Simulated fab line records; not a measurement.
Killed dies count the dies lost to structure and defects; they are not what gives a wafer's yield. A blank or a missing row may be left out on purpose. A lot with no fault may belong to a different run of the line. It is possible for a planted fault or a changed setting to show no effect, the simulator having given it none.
fab line records	flow sky130
record lots=6	wafers=18	lastDay=50
route steps=708 shown GATE_OXIDE@191 POLY_GATE@204 PAD_OPEN@708
lots with no fault: from the same line, run without faults
startH: start of the lot's first displayed wafer, in hours after the record's first day	waitH: hours since the lot's step before	" unchanged from the row above	L1.1+2: a row that stands for several wafers	- value missing, or start not given	* or withheld: withheld	< > ~ a bound
route shown NAME@n: NAME is a module with steps in the file, n the number in the route of the first one	usual: the fault-free wafers' mean and standard deviation	same: alike in all rows	chamber/n: place in a boat	sites: readings site by site	_std_site: their standard deviation	_edge_site: outer sites' mean less inner sites'	radiusMm: for every site, how far away it sits from the centre of the wafer	mask NAME#n: copy n	behind: the most recent tool/chamber to have shaped the wafer	hold: what put the lot on hold/how long, in hours/how the hold closed	device: names the non-switching transistor (n, p or np)	end of line: the tests these same wafers got at the end of their route	where a step has no rows: the recipe by itself	killed: at the first sort, the dies lost to defects and structure; wafer yield is something else	map: dies across one wafer; x = killed, . = not, _ = none there
set.NAME: the setting that was run; set.NAME@STEP: the one run at that earlier step	model.NAME: the simulator's own value behind a step, which no gauge read
lots at some steps of the route; a table a step, a row a wafer
services: a tool's chamber out of use, with start hour (startH, from the record's first day; less than 0 if before it), hours out, and reason
## steps
# step SKY_GATE_OXIDE_HMDS_04
# recipe primeTimeS=60	primeTempC=120
# step SKY_GATE_OXIDE_COAT_05
# recipe resist=NOVOLAK	spinRpm=3000	resistThkNm=1140
# step SKY_GATE_OXIDE_SOFTBAKE_06
# recipe tempC=90	timeS=60	resist=NOVOLAK
# step SKY_GATE_OXIDE_EXPOSE_07
# recipe maskId=LVOM	na=0.6	sourceShape=conventional	sigmaOuter=0.6	polarization=unpolarized	targetCdNm=600	doseMj=170
# step SKY_GATE_OXIDE_PEB_08
# recipe tempC=withheld	timeS=*	resist=NOVOLAK
# step SKY_GATE_OXIDE_DEVELOP_09
# recipe resist=NOVOLAK	developer=TMAH	developTimeS=60	devTempC=23
# step SKY_GATE_OXIDE_OVL_MEAS_10
# usual GATE_OXIDE_OVL=-1.0/1.3
lot.wafer	tool	chamber	startH	waitH	GATE_OXIDE_OVL[nm]
L908.2	overlay-01	-	312.87	0.1	0.9
L908.4	"	-	"	"	1.0
L908.5	"	-	"	"	0.6
L918.4	overlay-01	-	391.98	0.1	0.6
L918.5	"	-	"	"	0.9
L918.6	"	-	"	"	-0.6
L919.1	overlay-01	-	402.57	0.1	0.8
L919.2	"	-	"	"	0.8
L919.4	"	-	"	"	0.3
L927.1	overlay-01	-	472.17	0.1	-1.3
L927.2	"	-	"	"	-0.3
L927.5	"	-	"	"	-0.4
L928.3	overlay-01	-	484.12	0.1	-2.8
L928.4	"	-	"	"	-1.9
L928.5	"	-	"	"	-1.7
L929.1	overlay-01	-	493.01	0.1	-3.0
L929.3	"	-	"	"	-2.0
L929.5	"	-	"	"	-2.5
# step SKY_GATE_OXIDE_IMPLANT_11
# recipe species=B	energyKev=10	doseCm2=2.6e+12	tiltDeg=withheld
# step SKY_GATE_OXIDE_WET_ETCH_12
# recipe chemistry=dHF	targetDepthNm=16.8	dry=n2Spin	target=SiO2	dilution=100:1	tempC=25	timeS=336
# step SKY_GATE_OXIDE_STRIP_13
# recipe chemistry=O2/N2	powerW=1400	pressureMtorr=1500	platenTempC=withheld	o2FlowSccm=3000	n2FlowSccm=300	overashFraction=0.5
# usual drypumpMotorCurrentA=5.7/0.4	n2FlowSccm=299.8/0.93	o2FlowSccm=2999/8.8	oesProductAu=0.716/0.0044	stripTimeToEndpointS=14.18/0.043
lot.wafer	tool	chamber	startH	waitH	drypumpMotorCurrentA	n2FlowSccm	o2FlowSccm	oesProductAu	rfHoursCounterH	stripTimeToEndpointS
L908.2	plasmaAsher-03	0	313.16	0.0	5.6	299.4	3018	0.710	49	14.21
L908.4	"	0	"	"	5.6	298.2	3002	0.710	-	14.15
L908.5	"	0	"	"	5.6	300.3	3000	0.713	-	14.23
L918.4	plasmaAsher-03	0	392.28	0.0	5.6	297.0	3003	0.719	-	14.26
L918.5	"	1	"	"	6.0	299.0	2984	0.713	-	14.26
L918.6	"	0	"	"	5.6	297.6	3001	0.708	-	14.24
L919.1	plasmaAsher-02	1	402.87	0.0	4.9	299.4	2991	0.711	72	14.19
L919.2	"	0	"	"	5.9	299.2	3000	0.713	72	14.21
L919.4	"	0	"	"	5.8	299.9	3003	0.722	-	14.13
L927.1	plasmaAsher-03	0	472.46	0.0	5.6	298.5	3004	0.712	65	14.12
L927.2	"	1	"	"	5.9	301.6	2999	0.716	65	14.18
L927.5	"	1	"	"	5.9	299.6	3004	0.717	-	14.13
L928.3	plasmaAsher-03	1	484.43	0.0	5.9	300.1	3004	0.715	-	14.17
L928.4	"	0	"	"	5.6	299.7	2998	0.713	-	14.20
L928.5	"	1	"	"	6.0	299.3	3002	0.714	-	14.23
L929.1	plasmaAsher-03	0	493.31	0.0	5.6	299.6	3012	0.709	67	14.19
L929.3	"	0	"	"	5.5	299.6	3013	0.721	-	14.21
L929.5	"	1	"	"	5.9	298.3	2990	0.713	-	14.16
# step SKY_GATE_OXIDE_TW_MEAS_14
# usual GATE_OXIDE_TW=224.9/1.9
lot.wafer	tool	chamber	startH	waitH	GATE_OXIDE_TW
L908.2	filmMetro-03	-	313.27	0.1	224.7
L908.4	"	-	"	"	224.0
L908.5	"	-	"	"	225.0
L918.4	filmMetro-04	-	392.38	0.1	225.5
L918.5	"	-	"	"	226.1
L918.6	"	-	"	"	226.6
L919.1	filmMetro-03	-	402.97	0.1	223.1
L919.2	"	-	"	"	223.1
L919.4	"	-	"	"	223.7
L927.1	filmMetro-01	-	472.56	0.1	226.7
L927.2	"	-	"	"	228.2
L927.5	"	-	"	"	227.0
L928.3	filmMetro-01	-	484.52	0.1	227.3
L928.4	"	-	"	"	228.6
L928.5	"	-	"	"	227.8
L929.1	filmMetro-03	-	493.41	0.1	220.5
L929.3	"	-	"	"	221.5
L929.5	"	-	"	"	221.7
# step SKY_GATE_OXIDE_CLEAN_15
# recipe chemistry=SC1/SC2	mix=1:4:20	tempC=70	timeS=150	dry=n2Spin
# step SKY_GATE_OXIDE_OXIDATION_16
# recipe tempC=800	ambient=O2	idleTempC=700	rampUpCPerMin=10	rampDownCPerMin=3	stabiliseS=600	purgeS=300	targetThkA=35.7	oxTimeS=1915
# usual spikeTcBottomC=817/4.3	spikeTcCentreC=799.4/1.4	spikeTcLowerC=801.0/1.1	spikeTcTopC=815.1/1.1	spikeTcUpperC=800.8/1	tubeCenterTempC=800/0.07	tube_center_temp_C_max=802.1/0.31	zonePowerCentrePct=13.3/1.3	zonePowerUpperPct=14.9/0.75
lot.wafer	tool	chamber	startH	waitH	spikeTcBottomC	spikeTcCentreC	spikeTcLowerC	spikeTcTopC	spikeTcUpperC	tubeCenterTempC	tube_center_temp_C_max	zonePowerCentrePct	zonePowerUpperPct
L908.2	furnace-02	0	314.06	0.7	815	797.0	800.4	815.2	800.2	800.08	802.2	14.2	15.3
L908.4	"	0	"	"	815	798.0	801.9	813.2	799.4	799.96	802.3	14.3	15.2
L908.5	"	0	"	"	813	799.6	800.8	814.1	799.3	800.03	801.9	14.2	15.4
L918.4	furnace-02	0	394.39	1.9	802	788.1	790.2	804.8	790.5	789.26	791.6	13.9	14.9
L918.5	"	0	"	"	803	789.6	789.3	805.8	790.1	789.29	791.0	14.1	15.2
L918.6	"	0	"	"	803	788.5	790.9	803.8	790.3	789.26	791.5	13.7	15.1
L919.1	furnace-02	0	404.51	1.4	804	789.2	790.2	803.6	790.3	789.22	791.2	14.0	15.2
L919.2	"	0	"	"	805	787.6	790.4	804.4	789.5	789.33	791.1	13.9	14.8
L919.4	"	0	"	"	803	787.8	789.5	804.7	791.4	789.19	791.7	14.0	15.0
L927.1	furnace-02	0	472.69	0.0	815	798.8	801.1	814.3	800.8	799.89	801.8	14.3	15.6
L927.2	"	0	"	"	814	800.5	801.4	815.7	802.7	799.91	801.9	14.2	15.2
L927.5	"	0	"	"	816	797.6	802.3	814.1	799.5	800.03	801.9	14.1	15.4
L928.3	furnace-02	0	484.67	0.0	814	798.8	803.7	816.0	801.3	800.04	802.2	14.2	15.2
L928.4	"	0	"	"	814	798.1	799.9	815.1	802.8	800	801.9	14.3	15.4
L928.5	"	0	"	"	814	797.8	802.5	813.1	800.0	799.98	801.8	14.4	15.6
L929.1	furnace-02	0	493.58	0.0	812	797.6	801.7	814.9	799.6	800.1	802.5	14.2	15.4
L929.3	"	0	"	"	813	798.4	800.3	815.5	801.6	800.04	802.4	14.2	15.7
L929.5	"	0	"	"	813	799.5	801.2	816.1	799.2	799.97	801.9	14.4	15.5
# step SKY_POLY_GATE_CVD_00
# recipe material=poly-Si	targetThkNm=180	tempC=620	timeS=720	pressureMtorr=200
# step SKY_PAD_OPEN_PROBE_99
# usual killed_at_M0_to_M3=43/5.9	killed_at_M4_up=2.9/1.5	killedAtContacts=24/5	killedAtFrontEnd=15/4.8	killedAtOther=0.2/0.5	killedDies=86/9.3	killedOnRim=17/4.1	killedOpen=47/7.1	killedShort=38/6.3
# same grossDies=492	killedAtBackSide=0
lot.wafer	tool	chamber	startH	waitH	killed_at_M0_to_M3	killed_at_M4_up	killedAtContacts	killedAtFrontEnd	killedAtOther	killedDies	killedOnRim	killedOpen	killedShort	model.etest.nfet_01v8.rOnOhmUm	model.etest.nfet_01v8_lvt.driveUaUm	model.etest.nfet_01v8_turned.driveUaUm	model.etest.nfet_01v8.driveUaUm	model.etest.nfet_01v8_swapped.driveUaUm	model.etest.sramNfetPass.driveUaUm	model.etest.pfet_01v8.driveUaUm	model.etest.pfet_01v8_hvt.driveUaUm
L908.2	prober-01	-	1088.92	0.1	32	5	29	18	0	84	16	44	40	814.8	584.9	519.6	516.1	517.7	513.6	195.8	146.3
L908.4	prober-01	-	1089.02	0.2	43	4	33	19	0	99	14	54	45	805.9	600.8	524.7	523	519.3	497.2	198.4	148.1
L908.5	prober-01	-	1089.07	0.2	50	4	27	18	1	100	22	60	40	842.6	575.5	503.4	502.5	505	493.8	192.8	144.4
L918.4	prober-01	-	1141.79	0.2	46	4	24	13	1	88	13	50	38	804.9	598.8	535.9	538.3	532.6	529.7	200.9	151.7
L918.5	prober-01	-	1141.84	0.2	39	3	28	14	0	84	16	44	40	818.1	593.7	521.4	517.2	512.7	516.8	197.6	148.4
L918.6	prober-01	-	1141.89	0.2	40	0	21	25	0	86	25	50	36	841.7	573.9	507.3	500.7	504.1	497	191.2	143.3
L919.1	prober-02	-	1152.67	0.1	46	4	22	13	0	85	12	51	34	838.5	580.9	509	510	506.4	494.2	197.6	146.7
L919.2	prober-02	-	1152.72	0.1	42	3	13	19	0	77	16	42	35	849.1	576.2	508.6	503.2	504.8	486.1	193.8	145.4
L919.4	prober-02	-	1152.82	0.2	32	0	19	16	0	67	11	35	32	857.4	575.6	507.4	501.9	505.5	499.6	191.4	143.3
L927.1	prober-01	-	1193.52	0.1	50	3	24	12	0	89	21	46	43	831.4	575.8	505.6	505	502.8	493.7	190.4	140.5
L927.2	prober-01	-	1193.57	0.1	38	1	26	11	1	77	13	46	31	841.3	568.6	494.1	498.6	493.9	480.6	191.5	142
L927.5	prober-01	-	1193.72	0.2	38	4	18	12	1	73	11	38	35	858.5	552.4	483.6	482.4	483.5	479.1	187.8	139.2
L928.3	prober-02	-	1194.92	0.2	39	3	28	7	0	77	19	42	35	801.7	588.2	519.2	516.2	516	500.7	200.1	148
L928.4	prober-02	-	1194.97	0.2	49	1	31	12	0	93	17	51	42	810	582.5	516.5	508.8	513.3	507.3	201.6	150.2
L928.5	prober-02	-	1195.02	0.2	39	0	25	10	0	74	15	45	29	834.4	572.1	505.7	502.8	503.6	487.6	196.3	146.7
L929.1	prober-01	-	1197.46	0.1	40	2	29	15	0	86	14	44	42	850.9	576.1	508.4	497.8	504.3	503.1	187.7	138.9
L929.3	prober-01	-	1197.56	0.2	45	4	28	14	0	91	20	51	40	813.7	598.8	529.5	520.3	526.9	524.8	193.9	143.7
L929.5	prober-01	-	1197.66	0.2	33	3	17	13	0	66	12	36	30	807.7	603.2	533.9	529.7	526.6	524.4	192.4	142.3
# killed by level:class
L908.2 CONTACT:geometricParticle:open=11 CONTACT:geometricParticle:short=9 VIA1:geometricParticle:open=7 VIA2:geometricParticle:open=7 POLY_GATE:geometricParticle:short=5 POLY_GATE:geometricParticle:open=5 METAL4:geometricParticle:short=5 FIELD_ISO:geometricParticle:open=4
L908.4 CONTACT:geometricParticle:open=17 VIA3:geometricParticle:open=8 VIA1:geometricParticle:open=7 VIA1:geometricParticle:short=7 CONTACT:geometricParticle:short=6 FIELD_ISO:geometricParticle:short=5 METAL2:geometricParticle:short=5 VIA2:geometricParticle:open=5
L908.5 VIA1:geometricParticle:open=15 VIA3:geometricParticle:open=9 CONTACT:geometricParticle:open=8 FIELD_ISO:geometricParticle:open=6 LOCAL_INTERCONNECT:geometricParticle:short=6 LI_CONTACT:geometricParticle:open=6 VIA2:geometricParticle:open=6 POLY_GATE:geometricParticle:open=5
L918.4 VIA2:geometricParticle:open=10 VIA1:geometricParticle:open=7 CONTACT:geometricParticle:short=6 LI_CONTACT:geometricParticle:open=6 CONTACT:geometricParticle:open=6 METAL1:geometricParticle:short=6 POLY_GATE:geometricParticle:open=5 VIA1:geometricParticle:short=5
L918.5 CONTACT:geometricParticle:open=10 LI_CONTACT:geometricParticle:short=7 VIA2:geometricParticle:open=7 VIA3:geometricParticle:open=7 LI_CONTACT:geometricParticle:open=6 METAL1:geometricParticle:short=6 POLY_GATE:geometricParticle:short=4 VIA1:geometricParticle:short=4
L918.6 CONTACT:geometricParticle:open=12 VIA2:geometricParticle:open=8 POLY_GATE:geometricParticle:short=7 METAL1:geometricParticle:short=6 VIA1:geometricParticle:open=6 VIA3:geometricParticle:open=6 FIELD_ISO:geometricParticle:short=5 LI_CONTACT:geometricParticle:open=5
L919.1 CONTACT:geometricParticle:open=10 VIA3:geometricParticle:open=10 VIA1:geometricParticle:open=9 METAL1:geometricParticle:short=6 VIA2:geometricParticle:open=6 FIELD_ISO:geometricParticle:open=5 VIA3:geometricParticle:short=5 LI_CONTACT:geometricParticle:open=4
L919.2 VIA1:geometricParticle:open=13 VIA1:geometricParticle:short=8 VIA2:geometricParticle:open=7 POLY_GATE:geometricParticle:open=5 POLY_GATE:geometricParticle:short=4 CONTACT:geometricParticle:open=4 VIA3:geometricParticle:open=4 METAL2:geometricParticle:short=4
L919.4 VIA1:geometricParticle:open=6 CONTACT:geometricParticle:open=6 METAL3:geometricParticle:short=6 VIA3:geometricParticle:open=6 POLY_GATE:geometricParticle:short=4 LI_CONTACT:geometricParticle:open=4 CONTACT:geometricParticle:short=4 METAL2:geometricParticle:short=4
L927.1 VIA2:geometricParticle:open=11 VIA1:geometricParticle:open=10 VIA1:geometricParticle:short=9 LI_CONTACT:geometricParticle:open=7 METAL3:geometricParticle:short=7 CONTACT:geometricParticle:short=5 CONTACT:geometricParticle:open=5 FIELD_ISO:geometricParticle:open=4
L927.2 VIA2:geometricParticle:open=12 CONTACT:geometricParticle:open=11 CONTACT:geometricParticle:short=6 VIA1:geometricParticle:open=5 METAL1:geometricParticle:short=4 METAL2:geometricParticle:open=4 POLY_GATE:geometricParticle:short=3 LI_CONTACT:geometricParticle:short=3
L927.5 VIA2:geometricParticle:open=11 CONTACT:geometricParticle:open=10 VIA2:geometricParticle:short=6 FIELD_ISO:geometricParticle:open=4 METAL1:geometricParticle:short=4 FIELD_ISO:geometricParticle:short=3 CONTACT:geometricParticle:short=3 VIA1:geometricParticle:short=3
L928.3 CONTACT:geometricParticle:open=13 LI_CONTACT:geometricParticle:open=9 METAL1:geometricParticle:short=8 VIA1:geometricParticle:open=7 METAL2:geometricParticle:short=5 VIA2:geometricParticle:open=4 VIA3:geometricParticle:open=4 LOCAL_INTERCONNECT:geometricParticle:short=3
L928.4 VIA3:geometricParticle:open=10 LI_CONTACT:geometricParticle:open=9 CONTACT:geometricParticle:open=9 CONTACT:geometricParticle:short=9 VIA1:geometricParticle:open=8 METAL2:geometricParticle:short=7 VIA1:geometricParticle:short=6 METAL1:geometricParticle:open=4
L928.5 CONTACT:geometricParticle:open=13 VIA1:geometricParticle:open=11 FIELD_ISO:geometricParticle:short=5 VIA1:geometricParticle:short=5 VIA2:geometricParticle:open=5 VIA3:geometricParticle:open=5 LI_CONTACT:geometricParticle:open=4 CONTACT:geometricParticle:short=4
L929.1 LI_CONTACT:geometricParticle:open=11 VIA3:geometricParticle:short=7 VIA2:geometricParticle:open=7 CONTACT:geometricParticle:open=5 LOCAL_INTERCONNECT:geometricParticle:short=5 METAL1:geometricParticle:short=5 VIA3:geometricParticle:open=5 VIA1:geometricParticle:open=4
L929.3 VIA1:geometricParticle:open=12 LI_CONTACT:geometricParticle:open=8 CONTACT:geometricParticle:short=8 VIA1:geometricParticle:short=7 VIA3:geometricParticle:open=7 VIA2:geometricParticle:open=6 CONTACT:geometricParticle:open=5 FIELD_ISO:geometricParticle:open=4
L929.5 VIA1:geometricParticle:open=7 CONTACT:geometricParticle:open=7 VIA3:geometricParticle:open=6 LI_CONTACT:geometricParticle:open=5 VIA3:geometricParticle:short=5 METAL1:geometricParticle:short=4 VIA1:geometricParticle:short=4 FIELD_ISO:geometricParticle:open=3
## services
tool	chamber	startH	hours	kind
furnace-02	-	334.64	1.1	pm
plasmaAsher-03	-	353.31	1.8	repair
plasmaAsher-03	-	357.79	8.6	repair
furnace-02	-	418.58	3.2	pm
plasmaAsher-02	-	421.25	9.0	pm
plasmaAsher-02	0	421.25	9.0	ventCycle
plasmaAsher-02	1	421.25	9.0	ventCycle
furnace-02	-	421.76	3.4	pm
plasmaAsher-02	0	430.25	-	clean
plasmaAsher-02	1	430.25	-	clean
## key
firstSign step=SKY_GATE_OXIDE_OXIDATION_16	reading=tubeCenterTempC	direction=down	sigmas=99+	usual=*	struck=*
effect step=SKY_GATE_OXIDE_OXIDATION_16	reading=tube_center_temp_C_max	direction=down	sigmas=34	usual=*	struck=*
modelEffect step=SKY_PAD_OPEN_PROBE_99	value=etest.nfet_01v8.rOnOhmUm	without=867.9	struck=834.9
metAt SKY_GATE_OXIDE_OXIDATION_16
struckWafers L918.4,L918.5,L918.6,L919.1,L919.2,L919.4
testerLeftOut L918,L919
onsetBetween 314.06 394.39
fault kind=processParameterDrift	tool=furnace-02	chamber=-	onsetH=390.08	steps=SKY_GATE_OXIDE_OXIDATION_16	channel=tempC	offset=*	shape=step	endH=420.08	actsIn=*	stated=*
# testerLeftOut: of these lots the tester's yield and bins aren't shown, on N5 and GAA mostly nor the transistor test; their killed dies are dies lost to structure and defects alone, not to doping, threshold or leakage, so they don't give the yield
